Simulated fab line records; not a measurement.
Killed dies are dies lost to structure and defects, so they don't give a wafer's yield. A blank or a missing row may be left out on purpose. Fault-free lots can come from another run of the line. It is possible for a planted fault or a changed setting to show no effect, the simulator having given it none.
Comparing a struck lot with a sound one :: flow sfq-line :: 18 steps out of a route of 325
Sound: wafers L615.1, L615.2, L615.5. Struck: wafers L618.1, L618.3, L618.5. Last of all comes the cause.
At each step with rows: each side's tool, then ch and its chambers, then its first start. Under that, the readings that differ: sound wafers :: struck wafers :: difference of the means :: sigmas: that difference in standard deviations of wafers without a fault.
alike: readings whose means differ by less than 2 such deviations, and words and numbers that are the same on both sides. not compared: withheld readings, readings that some wafer has no value for, bounds like >300 that may hide the same value, and numbers for which the record gives no deviation and whose values overlap.
The two part at a step that has a row with sigmas, a row that says differs or no value, or rows on one side only. When numbers do not overlap yet have no deviation, they are printed without sigmas and do not part them. Lack of a reading on every wafer of one side parts them only where that side has two or more wafers.

SFQ_TRILAYER_M3_BARC_OPEN_METAL_ETCH_100: etches BARC in O2, target depth 125 nm, time 41.7 s.
  sound on rie-metal-01 ch 0,1, day 39 14:19; struck on rie-metal-02 ch 1, day 40 08:16
reading: drypump-motor-current-A (A)
sound: 5.8 5.4 5.4
struck: 4.7 4.7 4.7
difference: -0.8
sigmas: -2
  alike: oes-product-au
  not compared: rf-hours-counter-h
then, 1 step without rows for these wafers: SFQ_TRILAYER_M3_ETCH_METAL_ETCH_078 (etches Nb in Cl2/Ar, stops on SiO2, target depth 240 nm, time 120 s).
SFQ_TRILAYER_M3_STRIP_STRIP_079: strips in O2.
  sound on rie-metal-01 ch 0,1, day 39 14:31; struck on rie-metal-02 ch 1, day 40 08:28
reading: drypump-motor-current-A (A)
sound: 5.8 5.4 5.4
struck: 4.7 4.7 4.7
difference: -0.8
sigmas: -2
  alike: oes-product-au, platen-temp-c
  not compared: rf-hours-counter-h
then, 1 step without rows for these wafers: SFQ_TRILAYER_M3_STRIP_SOLV_CLEAN_080 (cleans in NMP, time 600 s).
SFQ_TRILAYER_I3_DEP_PECVD_081: deposits SiO2 from SiH4/N2O, time 111.11 s, target thk 500 nm.
  sound on pecvd-03 ch 1,2, day 39 15:17; struck on pecvd-02 ch 0,1, day 40 09:14
  alike: heater-power-w, throttle-valve-pct
then, 1 step without rows for these wafers: SFQ_TRILAYER_I3_CMP_CMP_082 (polishes SiO2).
SFQ_I3_BOW_MEAS_922:
  sound: film-metro-01 at day 41 01:28; struck: film-metro-01 at day 41 12:52
  alike: I3_BOW
SFQ_TRILAYER_I3_METRO_MEASURE_083:
  sound: film-metro-01 at day 41 01:35; struck: film-metro-01 at day 41 12:59
  alike: thk-nm
then, 4 steps without rows for these wafers: SFQ_TRILAYER_I3_VIA_LITHO_COAT_090 (resist thk 62 nm); SFQ_TRILAYER_I3_VIA_LITHO_COAT_085 (resist thk 650 nm); SFQ_TRILAYER_I3_VIA_LITHO_SOFTBAKE_089; SFQ_TRILAYER_I3_VIA_LITHO_EXPOSE_086 (exposes mask I3, target cd 500 nm).
-- the record jumps here: 6 days lie between the struck wafers' starts before and after --
SFQ_TRILAYER_I3_VIA_LITHO_PEB_088: peb time 60 s.
  sound on litho-track-04 ch 0, day 47 10:34; struck on litho-track-03 ch 0, day 47 23:46
then, 1 step without rows for these wafers: SFQ_TRILAYER_I3_VIA_LITHO_DEVELOP_087 (time 60 s).
SFQ_I3_OVL_MEAS_923:
  sound: overlay-02 at day 47 10:52; struck: overlay-02 at day 48 00:04
  alike: I3_OVL
SFQ_TRILAYER_I3_VIA_BARC_OPEN_VIA_ETCH_121: etches BARC in O2, target depth 125 nm, time 41.7 s.
  sound on rie-diel-03 ch 0,1, day 47 10:54; struck on rie-diel-02 ch 0,1,2, day 48 00:06
reading: model.I3.cd-nm (nm)
sound: 498.7 497.5 499.7
struck: 532.5 534 531.5
difference: +34.0
sigmas: 
  alike: drypump-motor-current-A, oes-product-au
  not compared: rf-hours-counter-h
SFQ_TRILAYER_I3_VIA_ETCH_VIA_ETCH_088: etches SiO2 in CHF3, stops on Nb, target depth 260 nm.
  sound on rie-diel-03 ch 0,1, day 47 10:56; struck on rie-diel-02 ch 0,1,2, day 48 00:08
reading: model.I3.cd-nm (nm)
sound: 495.9 495.6 497.5
struck: 531.6 531.9 531.1
difference: +35.2
sigmas: 
  alike: drypump-motor-current-A, oes-product-au
SFQ_TRILAYER_I3_VIA_STRIP_STRIP_089: strips in O2.
  sound on rie-metal-04 ch 0,1, day 47 11:03; struck on rie-metal-04 ch 0,1, day 48 00:15
  alike: drypump-motor-current-A, oes-product-au, platen-temp-c
  not compared: rf-hours-counter-h

WHERE THEY PART
At SFQ_TRILAYER_M3_BARC_OPEN_METAL_ETCH_100 first; at SFQ_TRILAYER_M3_STRIP_STRIP_079 last (within this record only). Later steps at which nothing parts them and some readings are alike: SFQ_TRILAYER_I3_DEP_PECVD_081, SFQ_I3_BOW_MEAS_922, SFQ_TRILAYER_I3_METRO_MEASURE_083, SFQ_I3_OVL_MEAS_923, SFQ_TRILAYER_I3_VIA_BARC_OPEN_VIA_ETCH_121, SFQ_TRILAYER_I3_VIA_ETCH_VIA_ETCH_088, SFQ_TRILAYER_I3_VIA_STRIP_STRIP_089.

WHY: what had been put in by the simulator
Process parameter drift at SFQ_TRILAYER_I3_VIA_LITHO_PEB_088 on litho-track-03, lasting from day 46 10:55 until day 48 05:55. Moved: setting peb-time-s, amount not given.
